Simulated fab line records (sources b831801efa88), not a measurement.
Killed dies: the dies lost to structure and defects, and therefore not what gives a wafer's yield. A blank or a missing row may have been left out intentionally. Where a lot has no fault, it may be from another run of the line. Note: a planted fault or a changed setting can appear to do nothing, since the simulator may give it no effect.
One fault through the eyes of 2 desks | flow gf180mcu | each desk has only its own numbers; what lay behind them comes last

== FOR THE TOOL OWNER'S DESK: implanter-02 ==
GF_MVPSD_IMPLANT_09, tool's own readings: per-lot mean of the sampled wafers with a number, covering each lot this tool ran. The brackets show how far a lot's mean lies from the usual mean; more than 4 standard deviations puts the lot out of limits, marked OUT.
Columns: A = tilt deg at GF_MVPSD_IMPLANT_09, usual 0.007 degrees
lot  | first seen here | A
L967 | day 5 10:31     | 0.019
L972 | day 6 16:16     | 0.023
L976 | day 7 15:43     | -0.004
L977 | day 7 21:10     | 0.001
L980 | day 8 17:37     | 0.001
This desk's finding: nothing out of limits on any of the 5 lots.

== FROM THE METROLOGY DESK ==
What the gauges read, lot by lot, whatever tool the lot ran on: means of the sampled wafers that have a number. The brackets show how far a lot's mean lies from the usual mean; more than 4 standard deviations puts the lot out of limits, marked OUT.
Columns: A = MVPSD_RS at GF_VT_IMPLANT_RS_MEAS_49, usual 1169 ohm/sq; B = POLY_GATE_CVD_00_THK at GF_POLY_GATE_THK_MEAS_01, usual 200.5 nm; C = cd nm at GF_HV_LDD_CD_MEAS_19, usual 399.1 nm
lot  | first seen here | A    | B     | C
L967 | day 8 03:08     | 1171 | 200.4 | 400.0
L968 | day 8 10:36     | 1163 | 200.8 | 398.7
L969 | day 8 16:44     | 1173 | 201.5 | 396.7
L970 | day 8 21:23     | 1171 | 197.1 | 398.2
L971 | day 9 06:33     | 1172 | 200.6 | 401.5
L972 | day 9 13:17     | 1170 | 203.1 | 398.0
L973 | day 9 20:54     | 1174 | 200.9 | 399.0
L974 | day 10 05:17    | 1169 | 202.2 | 394.0
L976 | day 10 16:14    | 1178 | 197.5 | 398.1
L977 | day 10 20:05    | 1186 | 200.2 | 399.5
L980 | day 11 19:59    | 1182 | 201.4 | 397.0
L984 | day 12 21:39    | 1170 | 201.2 | 400.4
L987 | day 13 19:25    | 1169 | 196.9 | 400.1
L988 | day 14 00:40    | 1171 | 200.4 | 400.5
This desk's finding: nothing out of limits on any of the 14 lots.

== BROUGHT TOGETHER ==
Nothing out of limits was seen by the tool owner's desk.
At the metrology desk, nothing out of limits was observed.

== WHAT THE SIMULATOR HAD INSERTED ==
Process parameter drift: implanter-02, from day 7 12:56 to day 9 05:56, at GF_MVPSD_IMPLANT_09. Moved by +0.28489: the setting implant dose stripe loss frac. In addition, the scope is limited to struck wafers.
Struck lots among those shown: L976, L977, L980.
